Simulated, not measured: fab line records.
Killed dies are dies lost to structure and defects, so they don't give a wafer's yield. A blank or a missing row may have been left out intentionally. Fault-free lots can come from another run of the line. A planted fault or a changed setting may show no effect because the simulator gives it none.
Matching of chambers / flow gf180mcu / 3 sister chambers for GF_PASSIVATION_CVD_00 on pecvd-01
The step deposits SiO2 from TEOS, target thk 1000 nm, time 111.95 s. 6 wafers are shown with their chamber, then 7 later ones without.

## WAFERS PAIRED WITH THEIR CHAMBERS
wafer=L107.2; chamber=0; heater power w (W)=759; susceptor temp C (C)=400.21
wafer=L107.6; chamber=2; heater power w (W)=654; susceptor temp C (C)=400.34
wafer=L108.5; chamber=2; heater power w (W)=647; susceptor temp C (C)=400.00
wafer=L108.6; chamber=1; heater power w (W)=543; susceptor temp C (C)=400.36
wafer=L111.2; chamber=1; heater power w (W)=638; susceptor temp C (C)=400.00
wafer=L111.5; chamber=0; heater power w (W)=712; susceptor temp C (C)=399.72

## WAFERS MISSING THEIR CHAMBER
wafer=L111.6; heater power w (W)=590; susceptor temp C (C)=400.11
wafer=L115.3; heater power w (W)=549; susceptor temp C (C)=399.64
wafer=L115.4; heater power w (W)=541; susceptor temp C (C)=399.93
wafer=L115.6; heater power w (W)=602; susceptor temp C (C)=399.73
wafer=L119.1; heater power w (W)=645; susceptor temp C (C)=399.75
wafer=L119.5; heater power w (W)=753; susceptor temp C (C)=400.15
wafer=L119.6; heater power w (W)=675; susceptor temp C (C)=399.82

## WHICH CHAMBER EACH WENT THROUGH
wafer=L111.6; from the rows above=can't be placed: 1 or 2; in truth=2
wafer=L115.3; from the rows above=can't be placed: 1 or 2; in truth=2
wafer=L115.4; from the rows above=can't be placed: 1 or 2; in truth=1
wafer=L115.6; from the rows above=can't be placed: 1 or 2 or 0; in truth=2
wafer=L119.1; from the rows above=can't be placed: 2 or 1 or 0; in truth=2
wafer=L119.5; from the rows above=can't be placed: 0 or 2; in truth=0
wafer=L119.6; from the rows above=can't be placed: 2 or 0 or 1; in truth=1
Placed correctly: 0 of 7. Unplaceable from these rows: 7, with the true chamber sitting among the candidates in 7. Number placed wrongly: 0.
How it was worked out, from the rows above alone: a wafer's distance from a chamber is the root of the sum, over the readings, of the square of ((its reading less the chamber's mean) divided by the reading's scatter). If the next closest chamber is less than 2 further off than the closest, the wafer can't be placed; otherwise it belongs to the closest. The mean given for a chamber averages the wafers shown for that chamber. The scatter: the root of (the sum of the squares of (reading less its chamber's mean) over the shown wafers, divided by (wafers less chambers)).
